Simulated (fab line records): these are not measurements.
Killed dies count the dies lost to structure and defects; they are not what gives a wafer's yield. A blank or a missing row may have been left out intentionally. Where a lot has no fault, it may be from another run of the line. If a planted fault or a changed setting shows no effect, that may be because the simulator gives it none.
The tool behind it: which one? -- flow gf180mcu -- 14 lots with 42 wafers sampled at 5 steps, on a route of 602 steps

## WHAT THE GAUGES READ, wafer by wafer
GF_SAB_THK_MEAS_01. Usual: SAB_CVD_00_THK typically reads 49.5 nm, with standard deviation 0.75.
lot,measured,on,SAB_CVD_00_THK (nm),flag
L315,day 15 07:59,film metro-04,49.3 49.8 48.9,
L316,day 15 18:19,film metro-02,50.7 50.8 51.0,
L318,day 16 09:56,film metro-04,50.1 51.0 50.7,
L319,day 16 20:21,film metro-03,50.3 50.0 50.5,
L320,day 17 01:45,film metro-03,49.7 49.8 50.6,
L321,day 17 16:47,film metro-04,49.8 50.3 50.6,
L322,day 17 19:05,film metro-03,50.0 50.1 49.7,
L324,day 18 10:23,film metro-04,48.9 49.0 49.9,
L325,day 18 20:54,film metro-03,44.6 45.0 44.9,OFF
L326,day 19 18:32,film metro-04,49.1 50.1 49.6,
L327,day 19 22:55,film metro-03,44.1 44.0 44.4,OFF
L328,day 20 01:19,film metro-02,43.7 44.1 44.2,OFF
L333,day 21 22:55,film metro-02,48.2 48.8 49.5,
L335,day 22 04:58,film metro-02,49.8 50.2 50.6,

GF_SALICIDE_THK_MEAS_05: measures by xrf. Usual: SALICIDE_TIN_THK typically reads 20.11 nm, with standard deviation 0.29.
lot,measured,on,SALICIDE_TIN_THK (nm),flag
L315,day 16 05:31,film metro-01,20.05 20.26 20.60,
L316,day 16 16:46,film metro-01,20.17 20.02 19.90,
L318,day 17 09:14,film metro-01,20.42 19.97 20.63,
L319,day 17 19:22,film metro-01,20.08 20.10 20.32,
L320,day 18 01:28,film metro-04,20.23 20.44 20.39,
L321,day 18 16:57,film metro-01,20.01 20.40 20.23,
L322,day 18 19:16,film metro-03,19.74 20.06 19.90,
L324,day 19 11:14,film metro-03,19.63 19.87 19.70,
L325,day 19 22:36,film metro-03,20.13 19.72 19.92,
L326,day 20 19:20,film metro-04,19.68 20.00 19.61,
L327,day 20 23:40,film metro-01,20.72 20.62 20.61,
L328,day 21 01:51,film metro-03,20.61 20.26 20.32,
L333,day 22 23:11,film metro-04,20.46 19.85 20.24,
L335,day 23 04:26,film metro-01,20.26 20.09 19.94,

GF_CONTACT_THK_MEAS_03. Usual: CONTACT_CVD_02_THK typically reads 863 nm, with standard deviation 14.
lot,measured,on,CONTACT_CVD_02_THK (nm),flag
L315,day 16 06:02,film metro-03,844 858 863,
L316,day 16 17:17,film metro-02,873 897 884,
L318,day 17 09:52,film metro-01,834 856 871,
L319,day 17 19:53,film metro-03,847 866 861,
L320,day 18 01:59,film metro-01,846 842 861,
L321,day 18 17:29,film metro-02,874 861 875,
L322,day 18 19:47,film metro-01,850 840 859,
L324,day 19 11:54,film metro-03,854 863 868,
L325,day 19 23:08,film metro-01,872 896 885,
L326,day 20 19:52,film metro-03,829 856 867,
L327,day 21 00:11,film metro-03,864 853 869,
L328,day 21 02:24,film metro-02,873 851 865,
L333,day 22 23:49,film metro-03,867 880 878,
L335,day 23 04:58,film metro-01,860 843 871,

## EACH LOT AND THE TOOL THAT RAN IT (in order: tool; ch and the chambers of the sampled wafers; start)
lot,GF_SAB_CVD_00,GF_SALICIDE_SPUTTER_02
L315,"pecvd-01 ch 0,1, day 15 07:57","pvd sputter-04, day 16 05:19"
L316,"pecvd-03 ch 0,1,2, day 15 18:18","pvd sputter-02, day 16 16:35"
L318,"pecvd-03 ch 1,2, day 16 09:53","pvd sputter-04, day 17 09:03"
L319,"pecvd-03 ch 0,1,2, day 16 20:19","pvd sputter-02, day 17 19:10"
L320,"pecvd-02 ch 1,2, day 17 01:43","pvd sputter-01, day 18 01:17"
L321,"pecvd-02 ch 1,2, day 17 16:46","pvd sputter-02, day 18 16:46"
L322,"pecvd-02 ch 0,1, day 17 19:03","pvd sputter-01, day 18 19:05"
L324,"pecvd-01 ch 0,1, day 18 10:22","pvd sputter-04, day 19 11:04"
L325,"pecvd-01 ch 0,1, day 18 20:52","pvd sputter-02, day 19 22:25"
L326,"pecvd-02 ch 0,1, day 19 18:29","pvd sputter-04, day 20 19:08"
L327,"pecvd-01 ch 0,1,2, day 19 22:53","pvd sputter-01, day 20 23:29"
L328,"pecvd-01 ch 0,1,2, day 20 01:17","pvd sputter-02, day 21 01:41"
L333,"pecvd-02 ch 0,1,2, day 21 22:54","pvd sputter-02, day 22 23:01"
L335,"pecvd-03 ch 1,2, day 22 04:56","pvd sputter-01, day 23 04:16"
- GF_SAB_CVD_00: deposits SiO2 from TEOS, target thk 50 nm, time 4.9302 s.
- GF_SALICIDE_SPUTTER_02: material Co, target thk 10 nm, time 20 s.

## AS READ BY THE TOOLS THEMSELVES (means over the sampled wafers that have a number; for cases with no such wafer, the mark the record gives instead)
GF_SAB_CVD_00. Usual: heater power w 647 W, standard deviation 100; rf fwd power W 570.4 W, standard deviation 2.2.
lot,tool,heater power w (W),rf fwd power W (W),flag
L315,pecvd-01,569,573.4,
L316,pecvd-03,746,569.2,
L318,pecvd-03,718,567.9,
L319,pecvd-03,784,570.9,
L320,pecvd-02,651,568.8,
L321,pecvd-02,626,568.5,
L322,pecvd-02,646,569.5,
L324,pecvd-01,611,572.9,
L325,pecvd-01,646,-,OFF
L326,pecvd-02,629,571.5,
L327,pecvd-01,620,-,OFF
L328,pecvd-01,668,-,OFF
L333,pecvd-02,585,570.8,
L335,pecvd-03,687,568.8,

GF_SALICIDE_SPUTTER_02. Usual: throttle valve pct at 30.2 %, with a standard deviation of 0.97.
lot,tool,throttle valve pct (%),flag
L315,pvd sputter-04,30.2,
L316,pvd sputter-02,29.3,
L318,pvd sputter-04,30.4,
L319,pvd sputter-02,30.9,
L320,pvd sputter-01,29.5,
L321,pvd sputter-02,30.8,
L322,pvd sputter-01,28.8,
L324,pvd sputter-04,30.1,
L325,pvd sputter-02,30.5,
L326,pvd sputter-04,29.7,
L327,pvd sputter-01,29.7,
L328,pvd sputter-02,30.1,
L333,pvd sputter-02,30.5,
L335,pvd sputter-01,29.6,

## THE ANSWER, worked out from the rows above alone
Rule: a lot is off if the mean of its wafers that have a number lies more than 3 standard deviations from the usual mean. Also off: a lot with no number at a reading for which 4 or more lots have one. Where the step has rows for the other lots, those lots are counted as sound. After the gauges, taken in route order, come the tools' own readings; for these a lot's mean is taken, as printed above. The first step at which some lot is off is used, and at that step the reading that is off furthest; a lot without a number counts as furthest.
Off: at GF_SAB_THK_MEAS_01 (SAB_CVD_00_THK), L325, L327, L328.
If a tool, at a process step before that reading, ran all the lots that are off and no sound lot after the first of them, it fits. The gauges at GF_SAB_THK_MEAS_01 aren't tried: what is off there is off at GF_SAB_CVD_00 too, on other tools, and a gauge's error can't cause that. One fits: pecvd-01 at GF_SAB_CVD_00. A fault onset in the window from L324 (day 18 10:22, its last sound lot) to L325 (day 18 20:52, its first lot off) fits.
Blank at GF_SAB_CVD_00 on the lots that are off, where sound lots have numbers: rf fwd power W.

## WHAT HAD BEEN PUT IN BY THE SIMULATOR
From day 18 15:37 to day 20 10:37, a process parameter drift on pecvd-01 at GF_SAB_CVD_00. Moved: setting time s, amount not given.
Lots struck among those shown: L325, L327, L328. The same result came from the rule above.
